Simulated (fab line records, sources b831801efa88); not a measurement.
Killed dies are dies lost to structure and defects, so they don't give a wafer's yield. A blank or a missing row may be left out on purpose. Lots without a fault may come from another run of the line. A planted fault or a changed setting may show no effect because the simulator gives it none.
fab line records | flow sky130
record lots=13 wafers=39 last_day=50
route steps=708 shown DNWELL@39 SONOS_ONO@171 LOCAL_INTERCONNECT@388 CONTACT@420
lots that met no fault: from a run of the same line without faults
start_h: hours from the record's first day to the start of the lot's first wafer shown | wait_h: hours since the lot's step before | " the same as in the row above | L1.1+2: a row that stands for several wafers | - no value, or no start given | * or withheld: withheld | < > ~ a bound
route shown NAME@n: a module of which the file shows steps, and the number in the route of the first | usual: mean/standard deviation of fault-free wafers | same: alike in all rows | chamber/n: place in a boat | sites: the reading at each site | _std_site: their standard deviation | _edge_site: outer sites' mean less inner sites' | radius_mm: how far each site lies from the wafer's centre | mask NAME#n: copy n | behind: the tool/chamber that last shaped the wafer | hold: why the lot was held/for how many hours/how that ended | device: the transistor (n, p or np) that didn't switch | end of line: the same wafers' tests at the end of the route | a step without rows: its recipe alone | killed: dies lost to structure and defects at the first sort, not the wafer's yield | map: a wafer's dies, x killed, . not, _ none there
set.NAME: the setting as run; set.NAME@STEP: as run at that earlier step | model.NAME: the simulator's own value behind a step, which no gauge read
steps of the route over a sample of lots; a table a step, a row a wafer
services: from which hour (start_h, from the record's first day; less than 0 if before it) a tool's chamber was out of use, for how many hours, and why
## steps
# step SKY_DNWELL_EXPOSE_04
# recipe mask_id=DNM na=0.57 target_cd_nm=3000 dose_mj=222
# usual exposure_dose_mJ_cm2=222.03/0.21
# columns lot.wafer tool chamber start_h wait_h mask exposure_dose_mJ_cm2
L590.3 iline_stepper-01 0 54.70 - DNM#0 222.29
L590.4 " 0 " " DNM#0 222.19
L590.5 " 0 " " DNM#0 222.22
L591.2 iline_stepper-02 0 73.03 - DNM#0 221.69
L591.5 " 0 " " DNM#0 221.96
L591.6 " 0 " " DNM#0 221.82
L592.1 iline_stepper-02 0 73.14 - DNM#0 222.13
L592.3 " 0 " " DNM#0 221.97
L592.5 " 0 " " DNM#0 221.81
L594.1 iline_stepper-01 0 83.24 - DNM#0 222.38
L594.3 " 0 " " DNM#0 222.12
L594.5 " 0 " " DNM#0 222.14
L595.1 iline_stepper-02 0 86.41 - DNM#0 222.25
L595.2 " 0 " " DNM#0 222.16
L595.6 " 0 " " DNM#0 222.02
L596.1 iline_stepper-01 0 86.65 - DNM#0 222.10
L596.4 " 0 " " DNM#0 221.79
L596.6 " 0 " " DNM#0 221.97
L598.1 iline_stepper-02 0 92.36 - NWM#0 222.17
L598.2 " 0 " " NWM#0 222.07
L598.6 " 0 " " NWM#0 221.97
L601.2 iline_stepper-02 0 111.51 - DNM#0 222.21
L601.3 " 0 " " DNM#0 222.69
L601.6 " 0 " " DNM#0 222.56
L603.2 iline_stepper-02 0 122.51 - DNM#0 222.35
L603.3 " 0 " " DNM#0 221.86
L603.5 " 0 " " DNM#0 222.00
L608.2 iline_stepper-02 0 159.44 - DNM#0 221.92
L608.4 " 0 " " DNM#0 222.13
L608.5 " 0 " " DNM#0 222.16
L609.1 iline_stepper-01 0 161.26 - DNM#0 222.38
L609.4 " 0 " " DNM#0 222.05
L609.6 " 0 " " DNM#0 222.11
L610.1 iline_stepper-01 0 161.37 - DNM#0 221.75
L610.4 " 0 " " DNM#0 222.13
L610.6 " 0 " " DNM#0 222.06
L611.3 iline_stepper-02 0 164.49 - DNM#0 222.08
L611.4 " 0 " " DNM#0 222.06
L611.5 " 0 " " DNM#0 221.91
# step SKY_DNWELL_TW_MEAS_09
# usual DNWELL_TW=1122/7.7
# columns lot.wafer tool chamber start_h wait_h hold DNWELL_TW
L590.3 film_metro-04 - 61.81 0.1 - 1132
L590.4 " - " " - 1137
L590.5 " - " " - 1133
L591.2 film_metro-03 - 80.95 0.1 - 1124
L591.5 " - " " - 1127
L591.6 " - " " - 1124
L592.1 film_metro-04 - 81.09 0.1 - 1128
L592.3 " - " " - 1122
L592.5 " - " " - 1128
L594.1 film_metro-04 - 92.69 0.1 - 1124
L594.3 " - " " - 1126
L594.5 " - " " - 1126
L595.1 film_metro-04 - 95.54 0.1 - 1124
L595.2 " - " " - 1136
L595.6 " - " " - 1128
L596.1 film_metro-04 - 95.89 0.1 - 1121
L596.4 " - " " - 1122
L596.6 " - " " - 1124
L598.1 film_metro-04 - 100.88 0.1 await_dispo/0.2h/release 30
L598.2 " - " " await_dispo/0.2h/release 30
L598.6 " - " " await_dispo/0.2h/release 30
L598.1 film_metro-04 - 101.11 0.2 - 30
L598.2 " - " " - 30
L598.6 " - " " - 30
L601.2 film_metro-02 - 119.99 0.1 - 1108
L601.3 " - " " - 1106
L601.6 " - " " - 1115
L603.2 film_metro-04 - 131.84 0.1 - 1127
L603.3 " - " " - 1131
L603.5 " - " " - 1129
L608.2 film_metro-04 - 169.45 0.1 - 1131
L608.4 " - " " - 1131
L608.5 " - " " - 1131
L609.1 film_metro-02 - 171.39 0.1 - 1111
L609.4 " - " " - 1111
L609.6 " - " " - 1113
L610.1 film_metro-02 - 171.69 0.1 - 1111
L610.4 " - " " - 1121
L610.6 " - " " - 1112
L611.3 film_metro-02 - 174.31 0.1 - 1112
L611.4 " - " " - 1110
L611.5 " - " " - 1109
# step SKY_SONOS_ONO_THK_MEAS_03
# recipe reads=Si3N4_of_SONOS_ONO_CVD_02
# usual SONOS_ONO_CVD_02_THK=10.75/0.13
# columns lot.wafer tool chamber start_h wait_h SONOS_ONO_CVD_02_THK[nm]
L590.3 film_metro-01 - 260.99 0.0 10.87
L590.4 " - " " 10.85
L590.5 " - " " 10.95
L591.2 film_metro-04 - 290.61 0.0 10.72
L591.5 " - " " 10.83
L591.6 " - " " 10.92
L592.1 film_metro-01 - 294.65 0.0 10.60
L592.3 " - " " 10.75
L592.5 " - " " 10.53
L594.1 film_metro-04 - 309.53 0.0 10.79
L594.3 " - " " 10.78
L594.5 " - " " 10.66
L595.1 film_metro-04 - 314.53 0.0 10.89
L595.2 " - " " 10.84
L595.6 " - " " 10.83
L596.1 film_metro-03 - 315.58 0.0 11.02
L596.4 " - " " 10.95
L596.6 " - " " 10.99
L601.2 film_metro-03 - 353.04 0.0 10.62
L601.3 " - " " 10.62
L601.6 " - " " 10.69
L603.2 film_metro-01 - 373.55 0.0 10.65
L603.3 " - " " 10.67
L603.5 " - " " 10.75
L608.2 film_metro-01 - 424.42 0.0 10.59
L608.4 " - " " 10.65
L608.5 " - " " 10.70
L609.1 film_metro-03 - 427.24 0.0 10.42
L609.4 " - " " 10.46
L609.6 " - " " 10.59
L610.1 film_metro-04 - 427.24 0.0 10.96
L610.4 " - " " 10.86
L610.6 " - " " 10.93
L611.3 film_metro-01 - 429.52 0.0 10.83
L611.4 " - " " 10.81
L611.5 " - " " 10.78
# step SKY_LOCAL_INTERCONNECT_RS_MEAS_01
# recipe thk_meas_gauge=four-point-probe reads=TiN_of_LOCAL_INTERCONNECT_SPUTTER_00
# usual LOCAL_INTERCONNECT_TIN_RS=14.05/0.15
# columns lot.wafer tool chamber start_h wait_h LOCAL_INTERCONNECT_TIN_RS[ohm/sq]
L590.3 film_metro-04 - 697.97 0.1 13.89
L590.4 " - " " 13.97
L590.5 " - " " 13.82
L591.2 film_metro-02 - 713.33 0.1 14.08
L591.5 " - " " 13.84
L591.6 " - " " 14.05
L592.1 film_metro-01 - 721.92 0.0 13.91
L592.3 " - " " 14.00
L592.5 " - " " 14.03
L594.1 film_metro-02 - 741.93 0.0 13.77
L594.3 " - " " 13.96
L594.5 " - " " 13.87
L596.1 film_metro-04 - 744.23 0.0 13.93
L596.4 " - " " 13.94
L596.6 " - " " 13.90
L595.1 film_metro-01 - 745.54 0.0 14.04
L595.2 " - " " 13.91
L595.6 " - " " 13.97
L601.2 film_metro-02 - 774.34 0.1 13.91
L601.3 " - " " 14.03
L601.6 " - " " 13.97
L603.2 film_metro-04 - 793.93 0.1 13.97
L603.3 " - " " 14.05
L603.5 " - " " 14.06
L608.2 film_metro-01 - 840.96 0.1 14.00
L608.4 " - " " 13.93
L608.5 " - " " 14.05
L610.1 film_metro-01 - 844.88 0.0 14.13
L610.4 " - " " 14.00
L610.6 " - " " 14.14
L609.1 film_metro-02 - 846.42 0.0 14.21
L609.4 " - " " 14.10
L609.6 " - " " 14.05
L611.3 film_metro-01 - 848.56 0.1 14.07
L611.4 " - " " 14.28
L611.5 " - " " 14.18
# step SKY_CONTACT_CD_MEAS_14
# recipe target_cd_nm=170
# usual cd_nm=169.9/1.7
# columns lot.wafer tool chamber start_h wait_h cd_nm
L590.3 cd_sem-01 - 753.87 - 166.7
L590.4 " - " " 168.9
L590.5 " - " " 169.3
L591.2 cd_sem-01 - 768.96 - 172.4
L591.5 " - " " 171.5
L591.6 " - " " 173.0
L592.1 cd_sem-02 - 777.43 - 169.7
L592.3 " - " " 168.8
L592.5 " - " " 170.2
L594.1 cd_sem-02 - 797.64 - 168.6
L594.3 " - " " 167.7
L594.5 " - " " 169.1
L596.1 cd_sem-02 - 798.93 - 170.0
L596.4 " - " " 171.3
L596.6 " - " " 171.0
L595.1 cd_sem-01 - 800.44 - 171.3
L595.2 " - " " 171.3
L595.6 " - " " 169.0
L601.2 cd_sem-02 - 828.35 - 169.9
L601.3 " - " " 169.6
L601.6 " - " " 169.7
L603.2 cd_sem-01 - 848.36 - 168.2
L603.3 " - " " 169.8
L603.5 " - " " 170.5
L608.2 cd_sem-01 - 893.06 - 173.1
L608.4 " - " " 172.9
L608.5 " - " " 173.6
L610.1 cd_sem-01 - 897.09 - 169.7
L610.4 " - " " 169.7
L610.6 " - " " 170.7
L609.1 cd_sem-02 - 899.14 - 169.6
L609.4 " - " " 171.1
L609.6 " - " " 170.9
L611.3 cd_sem-01 - 901.48 - 170.3
L611.4 " - " " 170.1
L611.5 " - " " 170.6
## services
# columns tool chamber start_h hours kind
iline_stepper-02 - 73.39 1.7 pm
iline_stepper-02 - 93.52 4.4 pm
iline_stepper-01 - 104.58 0.9 repair
iline_stepper-01 - 108.88 14.8 repair
iline_stepper-01 0 137.70 - calibration
iline_stepper-02 0 147.24 - calibration
## key
first_sign step=SKY_DNWELL_EXPOSE_04 reading=mask direction=changed
effect step=SKY_DNWELL_TW_MEAS_09 reading=visit direction=added
effect step=SKY_DNWELL_TW_MEAS_09 reading=DNWELL_TW direction=down sigmas=99+ usual=1122 struck=30
met_at SKY_DNWELL_EXPOSE_04
struck_lots L598
scrapped_behind SKY_DNWELL_TW_MEAS_09 L598.1,L598.2,L598.6
not_acting_at SKY_SONOS_ONO_THK_MEAS_03,SKY_LOCAL_INTERCONNECT_RS_MEAS_01,SKY_CONTACT_CD_MEAS_14
onset_between 86.41 92.36
fault kind=wrong_mask tool=any chamber=- onset_h=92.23 steps=SKY_DNWELL_EXPOSE_04 aux_copy=NWM#0 scope=struck_lots_only
